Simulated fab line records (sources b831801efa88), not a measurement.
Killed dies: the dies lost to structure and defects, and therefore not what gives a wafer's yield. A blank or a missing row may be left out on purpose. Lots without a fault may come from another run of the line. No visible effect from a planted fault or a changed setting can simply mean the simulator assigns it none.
Split-lot experiment    flow sfq_line    on a route of 325 steps: 5 lots, 23 wafers read

## SPLIT DETAILS
At SFQ_TRILAYER_M7_DEP_SPUTTER_175 (material Nb, target thk 200 nm, time 133.3 s), the setting time_s was moved away from the recipe's 133.3 s on 7 of the 23 wafers read, by -11.5% to +10.6%. All remaining wafers had this setting at the recipe value.

## FROM THE SPLIT TO THE READING: what the file shows between them, 4 steps
- SFQ_M7_RS_MEAS_943: measures by four-point-probe
- SFQ_TRILAYER_M7_LITHO_PEB_180: peb time 60 s (also split here: peb_time_s)
- SFQ_TRILAYER_M7_LITHO_DEVELOP_179: time 60 s
- SFQ_TRILAYER_M7_BARC_OPEN_METAL_ETCH_229: etches BARC in O2, target depth 125 nm, time 41.7 s

## THE READING
oes_product_au, in a.u., at SFQ_TRILAYER_M7_ETCH_METAL_ETCH_180 (etches Nb in Cl2/Ar, stops on SiO2, target depth 240 nm, time 120 s). On this fab line, fault-free wafers typically give 0.895 a.u. with a standard deviation of 0.0063 a.u.

wafer   tool, chamber at the split  time_s as run, s  against the recipe  oes_product_au, a.u.  against lot-mates on the recipe
L076.1  pvd_sputter-05, -           147.4             +10.6%              0.953                 +0.055
L076.2  pvd_sputter-05, -           133.3             recipe              0.900                 -
L076.4  pvd_sputter-05, -           133.3             recipe              0.888                 -
L076.5  pvd_sputter-05, -           147.4             +10.6%              0.941                 +0.043
L076.6  pvd_sputter-05, -           133.3             recipe              0.905                 -
L078.1  pvd_sputter-05, -           118               -11.5%              0.843                 -0.049
L078.2  pvd_sputter-05, -           133.3             recipe              0.898                 -
L078.3  pvd_sputter-05, -           133.3             recipe              0.885                 -
L078.4  pvd_sputter-05, -           118               -11.5%              0.840                 -0.052
L078.5  pvd_sputter-05, -           133.3             recipe              0.892                 -
L079.1  pvd_sputter-06, -           133.3             recipe              0.903                 -
L079.2  pvd_sputter-06, -           146.7             +10.1%              0.943                 +0.048
L079.3  pvd_sputter-06, -           133.3             recipe              0.886                 -
L079.4  pvd_sputter-06, -           146.7             +10.1%              0.960                 +0.065
L079.5  pvd_sputter-06, -           146.7             +10.1%              0.954                 +0.059
L080.2  pvd_sputter-05, -           133.3             recipe              0.882                 -
L080.3  pvd_sputter-05, -           133.3             recipe              0.900                 -
L080.6  pvd_sputter-05, -           133.3             recipe              0.892                 -
L081.1  pvd_sputter-05, -           133.3             recipe              0.886                 -
L081.2  pvd_sputter-05, -           133.3             recipe              0.892                 -
L081.3  pvd_sputter-05, -           133.3             recipe              0.896                 -
L081.4  pvd_sputter-05, -           133.3             recipe              0.896                 -
L081.6  pvd_sputter-05, -           133.3             recipe              0.900                 -

FIT RESULTS
A straight line over all 23 wafers: oes_product_au changes by +0.00513 a.u. for each +1% of time_s; r = +0.97; the points scatter about the line by 0.0074 a.u.
The same after taking each lot's own level away (the mean of its wafers on the recipe; 23 wafers): +0.00493 a.u. for each +1%; r = +0.97; scatter 0.0074 a.u.
On that fit, the largest move of time_s shifts the reading by 0.057 a.u.
Across the lots, their own levels run from 0.8913 to 0.8977 a.u., a range of 1.0 times the standard deviation given above.
Consequently the slope shifts little with the lot-to-lot level, the two slopes agreeing.
Check: with one of the wafers moved furthest among these (-11.5%) left out of the fit, the line predicts -0.0575 a.u. for it against its lot-mates. It came out at -0.0487 a.u. against them.

## THE OTHER SPLITS THESE WAFERS WENT THROUGH
These wafers also went through other splits before the reading. Each is held against what the fit with the lots' levels taken away leaves over:
other split on the same wafers                   wafers away from the commonest value  r with oes_product_au (lot level and that fit taken away)
SFQ_TRILAYER_JJ_CE_LITHO_COAT_114 resist_thk_nm  10                                    -0.48
SFQ_TRILAYER_JJ_CE_ETCH_RIE_118 pressure_mtorr   15                                    +0.04
SFQ_TRILAYER_M5_LITHO_EXPOSE_124 dose_mj         10                                    -0.10
SFQ_TRILAYER_R5_LITHO_COAT_136 spin_rpm          7                                     -0.25
SFQ_TRILAYER_I5_LITHO_COAT_144 spin_rpm          7                                     -0.13
SFQ_TRILAYER_C5_LITHO_COAT_156 resist_thk_nm     11                                    +0.27
SFQ_TRILAYER_M6_LITHO_COAT_164 resist_thk_nm     5                                     -0.10
SFQ_TRILAYER_I6_VIA_LITHO_EXPOSE_170 dose_mj     11                                    +0.13
SFQ_TRILAYER_M7_LITHO_PEB_180 peb_time_s         8                                     +0.20

## THE WHOLE CHAIN: every reading that the file lists as answering this split, in the file's order
step                                 what it does                                                         reading                                                                                    change (the file's fit)                    r (the file's)
SFQ_TRILAYER_M7_DEP_SPUTTER_175      material Nb, target thk 200 nm, time 133.3 s                         Nb_of_TRILAYER_M7_DEP_SPUTTER_175.thk_nm (the simulator's own value, which no gauge read)  +2 nm for each +1% of the setting          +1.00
SFQ_M7_RS_MEAS_943                   measures by four-point-probe                                         M7_NB_RS                                                                                   -0.00886 for each +1% of the setting       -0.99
SFQ_TRILAYER_M7_ETCH_METAL_ETCH_180  etches Nb in Cl2/Ar, stops on SiO2, target depth 240 nm, time 120 s  oes_product_au                                                                             +0.00487 a.u. for each +1% of the setting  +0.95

## THE FILE'S OWN FIT
oes_product_au changes by +0.00487 a.u. for each +1% of time_s, r = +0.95.
